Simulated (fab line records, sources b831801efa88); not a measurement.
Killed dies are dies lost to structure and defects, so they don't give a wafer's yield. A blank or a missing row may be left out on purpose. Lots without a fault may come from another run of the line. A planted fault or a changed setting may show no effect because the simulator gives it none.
A struck lot beside a sound one | flow sky130 | 17 steps out of a route of 708
Sound: wafers L939.2, L939.3, L939.4. Struck: wafers L946.4, L946.5, L946.6. The cause comes at the end.
At each step with rows: each side's tool, then ch and its chambers, then its first start. Under that, the readings that differ: sound wafers | struck wafers | difference of the means | sigmas: that difference in standard deviations of wafers without a fault.
alike: readings whose means differ by less than 2 such deviations, and words and numbers that are the same on both sides. not compared: withheld readings, readings that some wafer has no value for, bounds like >300 that may hide the same value, and numbers for which the record gives no deviation and whose values overlap.
The two part at a step that has a row with sigmas, a row that says differs or no value, or rows on one side only. Numbers that don't overlap but have no deviation are shown without sigmas and don't part them. A reading that every wafer of one side lacks parts them only if that side has two wafers or more.

SKY_VT_ADJUST_LVTN_OVL_MEAS_07:
  sound on overlay-01, day 8 12:53; struck on overlay-02, day 10 10:14
  alike: VT_ADJUST_LVTN_OVL
then, 1 step without rows for these wafers: SKY_VT_ADJUST_LVTN_IMPLANT_08.
SKY_VT_ADJUST_LVTN_STRIP_09: strips in O2/N2.
  sound on plasma_asher-03 ch 0,1, day 8 13:04; struck on plasma_asher-01 ch 0,1, day 10 10:26
  alike: drypump_motor_current_A, oes_product_au, strip_time_to_endpoint_s
  not compared: rf_hours_counter_h
SKY_VT_ADJUST_LVTN_TW_MEAS_10:
  sound on film_metro-02, day 8 13:10; struck on film_metro-01, day 10 10:32
  alike: VT_ADJUST_LVTN_TW
then, 7 steps without rows for these wafers: SKY_VT_ADJUST_LVTN_DEHYDRATE_11 (time 60 s); SKY_VT_ADJUST_LVTN_HMDS_12 (prime time 60 s); SKY_VT_ADJUST_LVTN_COAT_13 (resist thk 1140 nm); SKY_VT_ADJUST_LVTN_SOFTBAKE_14 (time 60 s); SKY_VT_ADJUST_LVTN_EXPOSE_15 (exposes mask HVN STD DERIVED, target cd 600 nm); SKY_VT_ADJUST_LVTN_PEB_16; SKY_VT_ADJUST_LVTN_DEVELOP_17 (develop time 60 s).
SKY_VT_ADJUST_LVTN_OVL_MEAS_18:
  sound on overlay-01, day 9 10:20; struck on overlay-01, day 11 07:44
  alike: VT_ADJUST_LVTN_01_OVL
SKY_VT_ADJUST_LVTN_IMPLANT_19:
  sound on implanter-02 ch 0, day 9 10:24; struck on implanter-02 ch 0, day 11 07:50
  reading                   | sound             | struck            | difference | sigmas
  implant_ion_amu           | 11 11 11          | 49 49 49          | +38        |
  model.implant.rp_nm (nm)  | 95.78 95.78 95.78 | 22.81 22.81 22.81 | -72.97     |
  model.implant.drp_nm (nm) | 42.97 42.97 42.97 | 12.97 12.97 12.97 | -30.00     |
  alike: dose_ions_cm2
SKY_VT_ADJUST_LVTN_STRIP_20: strips in O2/N2.
  sound on plasma_asher-03 ch 0,1, day 9 10:31; struck on plasma_asher-02 ch 0,1, day 11 07:56
  alike: drypump_motor_current_A, oes_product_au, strip_time_to_endpoint_s
  not compared: rf_hours_counter_h
SKY_VT_ADJUST_LVTN_TW_MEAS_21:
  sound on film_metro-02, day 9 10:38; struck on film_metro-03, day 11 08:02
  reading             | sound             | struck            | difference | sigmas
  VT_ADJUST_LVTN_2_TW | 188.9 188.7 188.1 | 288.6 289.8 289.2 | +100.6     | +99 or more
then, 1 step without rows for these wafers: SKY_VT_ADJUST_NCORE_DEHYDRATE_00 (time 60 s).
-- the record jumps here: 38 days lie between the struck wafers' starts before and after (it left off in module VT_ADJUST_NCORE and takes up again in module PAD_OPEN, whose first step shown is number 708 of the route) --
SKY_PAD_OPEN_PROBE_99:
  sound on prober-02, day 47 06:05; struck on prober-01, day 49 03:56
  reading                                    | sound                | struck               | difference | sigmas
  model.etest.res_pwell_under_gate.rs_ohm_sq | 2311 2286 2301       | 2316 2351 2341       | +37        |
  model.etest.nfet_g5v0d10v5.vt_long_v (V)   | 0.8041 0.8055 0.8011 | 0.8485 0.8603 0.8388 | +0.0456    |
  model.etest.nfet_g5v0d10v5.body_rise_v (V) | 0.6682 0.6675 0.659  | 0.6343 0.6428 0.6365 | -0.0270    |
  model.etest.nfet_16v.vt_v (V)              | 0.7567 0.7625 0.757  | 0.8039 0.8167 0.797  | +0.0471    |
  model.etest.nfet_16v.body_rise_v (V)       | 0.6625 0.662 0.6534  | 0.6293 0.6381 0.6303 | -0.0267    |
  model.etest.nfet_g5v0d10v5.vt_v (V)        | 0.8222 0.8261 0.8109 | 0.8594 0.8745 0.8454 | +0.0400    |
  model.etest.nfet_g5v0d10v5.vt_sat_v (V)    | 0.7621 0.7722 0.7542 | 0.7958 0.8121 0.7808 | +0.0334    |
  alike: killed_at_M0_to_M3, killed_at_M4_up, killed_at_contacts, killed_at_front_end, killed_at_other, killed_dies, killed_open, killed_short

WHERE THEY PART
Only at SKY_VT_ADJUST_LVTN_TW_MEAS_21, within this record. Later steps at which nothing parts them and some readings are alike: SKY_PAD_OPEN_PROBE_99.

WHY: what the simulator had put in
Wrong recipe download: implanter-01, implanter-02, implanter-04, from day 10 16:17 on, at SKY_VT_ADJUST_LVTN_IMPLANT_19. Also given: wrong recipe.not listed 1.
